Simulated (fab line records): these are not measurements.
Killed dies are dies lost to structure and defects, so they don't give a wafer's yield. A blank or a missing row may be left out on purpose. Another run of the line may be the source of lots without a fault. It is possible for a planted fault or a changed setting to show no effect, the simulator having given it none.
A struck lot beside a sound one ; flow sky130 ; 15 steps out of a route of 708
Sound: these wafers, L128.2, L128.5, L128.6. Struck: wafer L135.3 (L135.1, L135.4, from the same lot, were not struck and are left out); the cause is given at the end.
Order at every step that has rows: each side's tool, ch and its chambers, its first start. Under that, the readings that differ: sound wafers ; struck wafers ; difference of the means ; sigmas: that difference in standard deviations of wafers without a fault.
alike: readings whose means differ by less than 2 such deviations, and words and numbers that are the same on both sides. not compared: withheld readings, readings that some wafer has no value for, bounds like >300 that may hide the same value, and numbers for which the record gives no deviation and whose values overlap.
Wherever a step has rows on one side only, a row that says differs or no value, or a row with sigmas, the two part there. When numbers do not overlap yet have no deviation, they are printed without sigmas and do not part them. A reading missing from all wafers of one side parts the sides only when that side holds two or more wafers.

SKY_FIELD_ISO_THK_MEAS_02:
  sound: film_metro-01 at day 2 12:38; struck: film_metro-01 at day 3 23:48
reading;sound;struck;difference;sigmas
FIELD_ISO_OXIDATION_00_THK (nm);11.77 11.60 11.66;12.20;+0.52;+2
then, 1 step without rows for these wafers: SKY_FIELD_ISO_CVD_03 (deposits Si3N4 from DCS/NH3, target thk 165 nm, time 2830 s).
SKY_FIELD_ISO_THK_MEAS_04:
  sound: film_metro-04 at day 2 15:07; struck: film_metro-01 at day 4 01:38
  alike: FIELD_ISO_CVD_03_THK
then, 8 steps without rows for these wafers: SKY_FIELD_ISO_DEHYDRATE_05 (time 60 s); SKY_FIELD_ISO_HMDS_06 (prime time 60 s); SKY_FIELD_ISO_COAT_07 (resist thk 60 nm); SKY_FIELD_ISO_COAT_08 (resist thk 450 nm); SKY_FIELD_ISO_SOFTBAKE_09 (time 90 s); SKY_FIELD_ISO_EXPOSE_10 (exposes mask FOM, target cd 150 nm); SKY_FIELD_ISO_PEB_11; SKY_FIELD_ISO_DEVELOP_12 (develop time 60 s).
SKY_FIELD_ISO_CD_MEAS_13: the cd target is 150 nm.
  sound: cd_sem-01 at day 3 06:22; struck: cd_sem-01 at day 4 19:05
  alike: cd_nm
SKY_FIELD_ISO_ETCH_14: etches BARC in N2/H2, stops on SiO2, time 45.9 s, target depth 60 nm.
  sound on rie_diel-01 ch 0,3, day 3 06:28; struck on rie_diel-02 ch 1, day 4 19:12
reading;sound;struck;difference;sigmas
rf_fwd_power_W (W);493.8 494.5 494.1;571.3;+77.2;+35
model.KrF-thick_of_FIELD_ISO_COAT_08.thk_nm (nm);393.9 393.3 393.9;385.9;-7.8;
  alike: drypump_motor_current_A, n2_flow_sccm, oes_product_au, throttle_valve_pct
  not compared: rf_hours_counter_h
SKY_FIELD_ISO_ETCH_15: etches the open film in CHF3/O2, stops on Si, target depth 180 nm, time 72 s.
  sound on rie_diel-01 ch 0,3, day 3 06:30; struck on rie_diel-02 ch 1, day 4 19:15
  alike: drypump_motor_current_A, oes_product_au, rf_fwd_power_W, throttle_valve_pct
  not compared: rf_hours_counter_h
-- a jump in the record: the struck wafers' starts before and after are 44 days apart (it breaks off in module FIELD_ISO and resumes in module PAD_OPEN, where the first step shown is number 708 of the route) --
SKY_PAD_OPEN_PROBE_99:
  sound: prober-02 at day 47 12:34; struck: prober-02 at day 48 20:04
  alike: killed_at_M0_to_M3, killed_at_M4_up, killed_at_contacts, killed_at_front_end, killed_dies, killed_open, killed_short

== WHERE THEY PART ==
At SKY_FIELD_ISO_THK_MEAS_02 first; at SKY_FIELD_ISO_ETCH_14 last (within this record only). Later steps at which nothing parts them and some readings are alike: SKY_FIELD_ISO_ETCH_15, SKY_PAD_OPEN_PROBE_99.

WHY: the cause the simulator had injected
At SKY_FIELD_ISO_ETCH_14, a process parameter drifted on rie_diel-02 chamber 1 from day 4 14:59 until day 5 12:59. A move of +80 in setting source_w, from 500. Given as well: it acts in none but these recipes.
